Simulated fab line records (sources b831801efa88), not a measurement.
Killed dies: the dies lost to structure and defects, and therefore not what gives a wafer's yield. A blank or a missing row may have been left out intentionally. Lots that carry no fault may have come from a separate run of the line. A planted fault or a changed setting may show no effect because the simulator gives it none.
Matching of chambers :: flow gf180mcu :: cmp-01 running GF_V4_CMP_04: 4 sister chambers
The step polishes SiO2. 8 wafers are shown with their chamber, then 12 later ones without.

WAFERS, EACH WITH ITS CHAMBER
wafer: L086.6
chamber: 1
motor-current-A (A): 9.6
time-to-endpoint-s (s): 79

wafer: L088.2
chamber: 1
motor-current-A (A): 9.1
time-to-endpoint-s (s): 82

wafer: L089.4
chamber: 2
motor-current-A (A): 11.0
time-to-endpoint-s (s): 82

wafer: L090.4
chamber: 0
motor-current-A (A): 12.3
time-to-endpoint-s (s): 92

wafer: L090.5
chamber: 3
motor-current-A (A): 11.8
time-to-endpoint-s (s): 78

wafer: L092.2
chamber: 3
motor-current-A (A): 12.2
time-to-endpoint-s (s): 72

wafer: L092.3
chamber: 0
motor-current-A (A): 13.1
time-to-endpoint-s (s): 74

wafer: L092.6
chamber: 2
motor-current-A (A): 10.9
time-to-endpoint-s (s): 76

WAFERS WHOSE CHAMBER IS MISSING
wafer: L093.4
motor-current-A (A): 12.8
time-to-endpoint-s (s): 77

wafer: L093.5
motor-current-A (A): 11.4
time-to-endpoint-s (s): 70

wafer: L093.6
motor-current-A (A): 12.2
time-to-endpoint-s (s): 76

wafer: L095.3
motor-current-A (A): 9.5
time-to-endpoint-s (s): 74

wafer: L095.5
motor-current-A (A): 12.3
time-to-endpoint-s (s): 81

wafer: L095.6
motor-current-A (A): 12.4
time-to-endpoint-s (s): 76

wafer: L097.2
motor-current-A (A): 10.6
time-to-endpoint-s (s): 68

wafer: L097.3
motor-current-A (A): 9.7
time-to-endpoint-s (s): 69

wafer: L097.4
motor-current-A (A): 12.8
time-to-endpoint-s (s): 76

wafer: L097.1
motor-current-A (A): 11.7
time-to-endpoint-s (s): 67

wafer: L097.5
motor-current-A (A): 12.7
time-to-endpoint-s (s): 77

wafer: L097.6
motor-current-A (A): 9.5
time-to-endpoint-s (s): 71

EACH ONE'S CHAMBER
wafer: L093.4
from the rows above: can't be placed: 0 or 3
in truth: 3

wafer: L093.5
from the rows above: can't be placed: 2 or 3
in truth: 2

wafer: L093.6
from the rows above: can't be placed: 3 or 0
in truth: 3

wafer: L095.3
from the rows above: 1
in truth: 1

wafer: L095.5
from the rows above: can't be placed: 0 or 3
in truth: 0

wafer: L095.6
from the rows above: can't be placed: 3 or 0
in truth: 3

wafer: L097.2
from the rows above: 2
in truth: 2

wafer: L097.3
from the rows above: can't be placed: 1 or 2
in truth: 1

wafer: L097.4
from the rows above: can't be placed: 0 or 3
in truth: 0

wafer: L097.1
from the rows above: can't be placed: 3 or 2
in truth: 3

wafer: L097.5
from the rows above: can't be placed: 0 or 3
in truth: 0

wafer: L097.6
from the rows above: 1
in truth: 1
Placed correctly: 3 of 12. Can't be placed from these rows: 9 (the true chamber is among the candidates in 9). 0 placed wrongly.
How it was worked out, from the rows above alone: a wafer's distance from a chamber is the root of the sum, over the readings, of the square of ((its reading less the chamber's mean) divided by the reading's scatter). The wafer belongs to the nearest chamber; if the next one is less than 2 further off, it can't be placed. For every chamber, the mean is computed from those of its wafers that are shown. How the scatter is found: for the shown wafers, subtract from each reading the mean of its chamber, square and add these, divide the total by (wafers less chambers), then take the root.
